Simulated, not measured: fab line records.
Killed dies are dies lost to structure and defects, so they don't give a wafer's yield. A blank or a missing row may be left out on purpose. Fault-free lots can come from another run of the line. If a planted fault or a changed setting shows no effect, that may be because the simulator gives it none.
One fault through the eyes of 2 desks ; flow sky130 ; each desk has only its own numbers; what lay behind them comes last

FROM THE METROLOGY DESK
Lot by lot, what the gauges showed, no matter which tool ran the lot: averages of those sampled wafers that carry a number. If a lot's mean is further than 4 standard deviations from the usual mean, the lot is out of limits and carries the mark OUT (the distance appears in the brackets).
Columns: A = VIA1_W_RS at SKY_VIA1_RS_MEAS_22, usual 0.429 ohm/sq; B = VIA1_W_THK at SKY_VIA1_THK_MEAS_23, usual 267 nm; C = METAL2_ALCU_RS at SKY_METAL2_RS_MEAS_05, usual 0.1268 ohm/sq; D = METAL2_ALCU_THK at SKY_METAL2_THK_MEAS_06, usual 246 nm; E = cd_nm at SKY_METAL2_CD_MEAS_15, usual 140.6 nm; F = METAL2_OVL at SKY_METAL2_OVL_MEAS_16, usual 4 nm
lot;first seen here;A;B;C;D;E;F
L763;day 35 13:28;0.428;269;0.1278;246;140.6;4
L765;day 36 09:38;0.430;269;0.1305;238;140.3;-0
L774;day 38 18:26;0.430;262;0.1261;247;140.9;9
L777;day 40 05:26;0.419;270;0.1248;251;138.9;8
L781;day 41 04:49;0.431;266;0.1270;247;140.1;0
Result from this desk: across the 5 lots, nothing is out of limits.

DESK OF THE TOOL OWNER: pvd_sputter-03
At SKY_METAL2_SPUTTER_04 (material TiN, target thk 70 nm, time 58.3 s) the tool's own readings: per lot run on this tool, the mean of the sampled wafers that have a number. If a lot's mean is further than 4 standard deviations from the usual mean, the lot is out of limits and carries the mark OUT (the distance appears in the brackets).
Columns: A = cathode_dc_power_W at SKY_METAL2_SPUTTER_04, usual 6500.0 W; B = throttle_valve_pct at SKY_METAL2_SPUTTER_04, usual 29.9 %
lot;first seen here;A;B
L765;day 36 10:10;6499.8;29.9
L774;day 38 19:05;6735.1 (+99 or more) OUT;30.6
Finding of this desk: L774 out of limits; the first was L774 at day 38 19:05, on cathode_dc_power_W at SKY_METAL2_SPUTTER_04. L765 stayed within limits.

TAKEN TOGETHER
The tool owner's desk could have raised an alarm at day 38 19:05, on L774.
From the metrology desk's view, nothing was out of limits.
The metrology desk holds a record of L774, inside its limits.
The lots listed all ran SKY_METAL2_SPUTTER_04 on pvd_sputter-03.

WHAT WAS PUT IN BY THE SIMULATOR
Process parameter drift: pvd_sputter-03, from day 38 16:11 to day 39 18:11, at SKY_METAL2_SPUTTER_04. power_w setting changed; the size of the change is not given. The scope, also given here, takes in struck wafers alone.
Lots struck among those shown: L774.
Delay in hours, fault start to first out-of-limits reading, by desk: the tool owner's desk at 3.
